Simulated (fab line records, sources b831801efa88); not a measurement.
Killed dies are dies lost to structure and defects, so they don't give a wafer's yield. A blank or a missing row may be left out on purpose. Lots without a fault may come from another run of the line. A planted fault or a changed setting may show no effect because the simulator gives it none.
A struck lot beside a sound one | flow gf180mcu | 22 steps out of a route of 602
Sound: wafers L325.1, L325.3, L325.4. Struck: wafers L341.1, L341.2, L341.6. The cause comes at the end.
At each step with rows: each side's tool, then ch and its chambers, then its first start. Under that, the readings that differ: sound wafers | struck wafers | difference of the means | sigmas: that difference in standard deviations of wafers without a fault.
alike: readings whose means differ by less than 2 such deviations, and words and numbers that are the same on both sides. not compared: withheld readings, readings that some wafer has no value for, bounds like >300 that may hide the same value, and numbers for which the record gives no deviation and whose values overlap.
The two part at a step that has a row with sigmas, a row that says differs or no value, or rows on one side only. Numbers that don't overlap but have no deviation are shown without sigmas and don't part them. A reading that every wafer of one side lacks parts them only if that side has two wafers or more.

GF_V3_RS_MEAS_24: measures by four-point-probe.
  sound on film_metro-03, day 23 06:47; struck on film_metro-03, day 28 11:49
  alike: V3_W_RS
GF_V3_THK_MEAS_25: measures by xrf.
  sound on film_metro-03, day 23 06:54; struck on film_metro-03, day 28 11:56
  alike: V3_W_THK
GF_V3_CMP_26: polishes, stops on SiO2, t overpolish 15 s, target thk 0 nm.
  sound on cmp-01 ch 0,1,2, day 23 06:58; struck on cmp-01 ch 0,1, day 28 12:00
  alike: motor_current_A, overpolish_run_s, retaining_ring_pressure_frac, time_to_endpoint_s
GF_M4_SPUTTER_00: material Ti, target thk 37.5 nm, time 150 s.
  sound on pvd_sputter-01, day 23 07:16; struck on pvd_sputter-01, day 28 12:18
  alike: throttle_valve_pct
GF_M4_SPUTTER_01: material TiN, target thk 30 nm, time 25 s.
  sound on pvd_sputter-01, day 23 07:22; struck on pvd_sputter-01, day 28 12:24
  alike: throttle_valve_pct
GF_M4_SPUTTER_02: material AlCu, target thk 450 nm, time 23.9 s.
  sound on pvd_sputter-01, day 23 07:24; struck on pvd_sputter-01, day 28 12:26
  alike: throttle_valve_pct
GF_M4_SPUTTER_03: material Ti, target thk 10 nm, time 6.7 s.
  sound on pvd_sputter-01, day 23 07:26; struck on pvd_sputter-01, day 28 12:28
  alike: throttle_valve_pct
then, 1 step without rows for these wafers: GF_M4_SPUTTER_04 (material TiN, target thk 50 nm, time 41.7 s).
GF_M4_RS_MEAS_05: measures by four-point-probe.
  sound on film_metro-03, day 23 07:29; struck on film_metro-04, day 28 12:31
  alike: M4_ALCU_RS
GF_M4_THK_MEAS_06: measures by xrf.
  sound on film_metro-03, day 23 07:37; struck on film_metro-04, day 28 12:38
  alike: M4_ALCU_THK
then, 2 steps without rows for these wafers: GF_M4_DEHYDRATE_07 (time 60 s); GF_M4_HMDS_08 (prime time 60 s).
GF_M4_COAT_09: resist thk 1000 nm.
  sound on litho_track-01 ch 0, day 23 18:46; struck on litho_track-03 ch 0, day 28 21:53
  reading                             | sound         | struck          | difference | sigmas
  model.KrF_of_M4_COAT_09.thk_nm (nm) | 998.2 997 998 | 938 940.4 937.4 | -59        |
  alike: exhaust_pa
then, 4 steps without rows for these wafers: GF_M4_SOFTBAKE_10 (time 60 s); GF_M4_EXPOSE_11 (exposes mask Metal4, target cd 280 nm); GF_M4_PEB_12 (peb time 90 s); GF_M4_DEVELOP_13 (develop time 60 s).
GF_M4_CD_MEAS_14: target cd 280 nm.
  sound on cd_sem-02, day 24 05:29; struck on cd_sem-01, day 29 07:17
  reading    | sound             | struck            | difference | sigmas
  cd_nm (nm) | 281.7 281.2 281.0 | 278.1 279.4 278.5 | -2.6       | -2
GF_M4_OVL_MEAS_15:
  sound on overlay-02, day 24 05:36; struck on overlay-02, day 29 07:24
  alike: M4_OVL
GF_M4_METAL_ETCH_16: etches the open film in Cl2/BCl3, stops on SiO2, target depth 750.8 nm, time 125.1 s.
  sound on rie_metal-03 ch 1, day 24 05:38; struck on rie_metal-03 ch 0,1, day 29 07:26
  reading                             | sound             | struck          | difference | sigmas
  model.KrF_of_M4_COAT_09.thk_nm (nm) | 681.3 677.1 683.1 | 626.3 629.9 626 | -53.1      |
  alike: drypump_motor_current_A, oes_product_au, throttle_valve_pct
  not compared: rf_hours_counter_h
GF_M4_STRIP_17: strips in O2/N2.
  sound on plasma_asher-04 ch 0,1, day 24 05:54; struck on plasma_asher-02 ch 0,1, day 29 07:34
  reading                      | sound             | struck            | difference | sigmas
  oes_product_au (a.u.)        | 0.532 0.532 0.537 | 0.515 0.516 0.513 | -0.019     | -3
  strip_time_to_endpoint_s (s) | 7.34 7.30 7.36    | 6.82 6.86 6.81    | -0.50      | -7
  alike: drypump_motor_current_A, heater_power_w
  not compared: rf_hours_counter_h
then, 1 step without rows for these wafers: GF_M4_STRIP_18 (strips in post etch residue remover, time 1200 s).

WHERE THEY PART
First at GF_M4_CD_MEAS_14; last, within this record, at GF_M4_STRIP_17.

WHY: what the simulator had put in
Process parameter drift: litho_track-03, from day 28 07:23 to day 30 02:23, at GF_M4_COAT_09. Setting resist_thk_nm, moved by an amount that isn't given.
